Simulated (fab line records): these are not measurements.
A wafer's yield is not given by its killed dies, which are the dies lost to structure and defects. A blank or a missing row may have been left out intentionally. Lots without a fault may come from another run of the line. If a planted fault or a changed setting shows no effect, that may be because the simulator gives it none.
A lot that was struck, set against a sound lot    flow sky130    18 steps out of a route of 708
Sound: these wafers, L610.2, L610.4, L610.6. Struck: wafer L617.4; the same lot's L617.3 was not struck, so it is left out; see the end for the cause.
Per side, at each step with rows, come the tool, then ch with its chambers, and then its first start. Under that, the readings that differ: sound wafers    struck wafers    difference of the means    sigmas: that difference in standard deviations of wafers without a fault.
alike: same words and numbers on both sides, and readings whose means sit less than 2 such deviations apart. not compared: any withheld reading, any reading some wafer has no value for, any bound like >300 that may hide the same value, and any number with overlapping values for which the record gives no deviation.
The two part at a step that has a row with sigmas, a row that says differs or no value, or rows on one side only. When numbers do not overlap yet have no deviation, they are printed without sigmas and do not part them. A reading missing from all wafers of one side parts the sides only when that side holds two or more wafers.

SKY_CONTACT_CMP_04: polishes SiO2.
  sound on cmp-01 ch 1,2,3, day 31 00:07; struck on cmp-01 ch 3, day 33 11:05
  alike: headPressurePsi, motorCurrentA, slurryFilterDpKPa, timeToEndpointS
SKY_CONTACT_BOW_MEAS_05:
  sound on filmMetro-03, day 31 00:23; struck on filmMetro-03, day 33 11:25
  alike: CONTACT_BOW
then, 8 steps without rows for these wafers: SKY_CONTACT_DEHYDRATE_06 (time 60 s); SKY_CONTACT_HMDS_07 (prime time 60 s); SKY_CONTACT_COAT_08 (resist thk 60 nm); SKY_CONTACT_COAT_09 (resist thk 450 nm); SKY_CONTACT_SOFTBAKE_10 (time 90 s); SKY_CONTACT_EXPOSE_11 (exposes mask CTM1, target cd 170 nm); SKY_CONTACT_PEB_12; SKY_CONTACT_DEVELOP_13 (develop time 60 s).
SKY_CONTACT_CD_MEAS_14: target cd 170 nm.
  sound on cdSem-02, day 32 04:28; struck on cdSem-02, day 34 13:43
  alike: cdNm
SKY_CONTACT_OVL_MEAS_15:
  sound on overlay-02, day 32 04:35; struck on overlay-02, day 34 13:49
reading           sound   struck  difference  sigmas
CONTACT_OVL (nm)  3 8 16  -3      -12         -2
SKY_CONTACT_ETCH_16: etches BARC in N2/H2, stops on SiO2, time 45.9 s, target depth 60 nm.
  sound on rieDiel-01 ch 1,2,3, day 32 04:37; struck on rieDiel-01 ch 2, day 34 13:50
reading                                        sound              struck  difference  sigmas
model.KrF-thick_of_CONTACT_COAT_09.thkNm (nm)  392.5 393.5 394.7  378.2   -15.4       
model.CONTACT.cdNm (nm)                        167.5 167.3 167    173.3   +6.0        
  alike: drypumpMotorCurrentA, n2FlowSccm, oesProductAu, throttleValvePct
  not compared: rfHoursCounterH
SKY_CONTACT_ETCH_17: etches SiO2 in C4F8/O2/Ar, stops on Si3N4, target depth 340 nm.
  sound on rieDiel-01 ch 1,2,3, day 32 04:39; struck on rieDiel-01 ch 2, day 34 13:53
  alike: oesProductAu
SKY_CONTACT_ETCH_18: etches Si3N4 in CHF3/O2, stops on TiN, time 39 s, target depth 75 nm.
  sound: rieDiel-01 ch 1,2,3; struck: rieDiel-01 ch 2
reading                                        sound            struck  difference  sigmas
model.KrF-thick_of_CONTACT_COAT_09.thkNm (nm)  242 243.9 244.2  227.4   -16.0       
model.CONTACT.cdNm (nm)                        167 166.8 166.7  172.8   +6.0        
  alike: drypumpMotorCurrentA, oesProductAu, throttleValvePct
  not compared: rfHoursCounterH
SKY_CONTACT_STRIP_19: strips in O2/N2.
  sound on plasmaAsher-03 ch 0,1, day 32 04:44; struck on plasmaAsher-03 ch 0, day 34 14:00
reading                   sound              struck  difference  sigmas
stripTimeToEndpointS (s)  3.600 3.635 3.625  3.446   -0.174      -6
  alike: drypumpMotorCurrentA, n2FlowSccm, oesProductAu
  not compared: rfHoursCounterH
then, 2 steps without rows for these wafers: SKY_CONTACT_STRIP_20 (strips in post etch residue remover, time 1200 s); SKY_PAD_OPEN_PROBE_99.

== WHERE THEY PART ==
Earliest at SKY_CONTACT_OVL_MEAS_15; latest, in this record, at SKY_CONTACT_STRIP_19.

WHY: what the simulator had put in
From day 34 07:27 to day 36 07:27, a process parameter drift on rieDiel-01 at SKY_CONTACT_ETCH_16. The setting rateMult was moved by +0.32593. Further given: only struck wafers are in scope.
